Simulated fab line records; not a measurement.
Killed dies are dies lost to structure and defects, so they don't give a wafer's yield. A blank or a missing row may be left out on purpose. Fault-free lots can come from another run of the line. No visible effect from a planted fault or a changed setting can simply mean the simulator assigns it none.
2 desks, one fault | flow gf180mcu | each desk has only its own numbers; what lay behind them comes last

== FROM THE METROLOGY DESK ==
Means of the sampled wafers that have a number, per lot and without regard to the tool the lot ran on: this is what the gauges read. Any lot whose mean is over 4 standard deviations away from the usual mean is out of limits and marked OUT; that distance is given in the brackets.
Columns: A = MVPSD_TW at GF_MVPSD_TW_MEAS_11, usual 553; B = VT_IMPLANT_OVL at GF_VT_IMPLANT_OVL_MEAS_07, usual 0.8 nm
lot  | first seen here | A   | B
L678 | day 5 00:26     | 554 | -2.1
L682 | day 6 03:13     | 556 | 2.0
L694 | day 9 01:02     | 558 | -3.4
L695 | day 9 07:15     | 554 | 0.3
L698 | day 10 03:16    | 555 | 5.1
L701 | day 11 01:26    | 556 | 0.8
Finding of this desk: none of the 6 lots has anything out of limits.

== TOOL OWNER'S DESK, implanter-02 ==
For each lot that ran on this tool, the mean over its sampled wafers that have a number, from the tool's own readings at GF_VT_IMPLANT_IMPLANT_08. Any lot whose mean is over 4 standard deviations away from the usual mean is out of limits and marked OUT; that distance is given in the brackets.
Columns: A = beam-energy-keV at GF_VT_IMPLANT_IMPLANT_08, usual 20.000
lot  | first seen here | A
L678 | day 5 15:36     | 20.004
L694 | day 9 17:35     | 19.768 (-39) OUT
L695 | day 10 00:24    | 19.772 (-38) OUT
This desk's finding: out of limits on L694, L695; first on L694, day 9 17:35 (beam-energy-keV at GF_VT_IMPLANT_IMPLANT_08). Within limits: L678.

== ALL TOGETHER ==
At day 9 17:35, on L694, L695, the tool owner's desk was in a position to raise an alarm.
Nothing out of limits was seen by the metrology desk.
The metrology desk has L694, L695 on record, within its limits.
On implanter-02, each named lot ran GF_VT_IMPLANT_IMPLANT_08.

== WHAT THE SIMULATOR PUT IN ==
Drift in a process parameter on implanter-02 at GF_VT_IMPLANT_IMPLANT_08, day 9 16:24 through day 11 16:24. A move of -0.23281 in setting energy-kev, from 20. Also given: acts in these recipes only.
Struck lots among those shown: L694, L695.
Delay in hours, fault start to first out-of-limits reading, by desk: the tool owner's desk at 1.
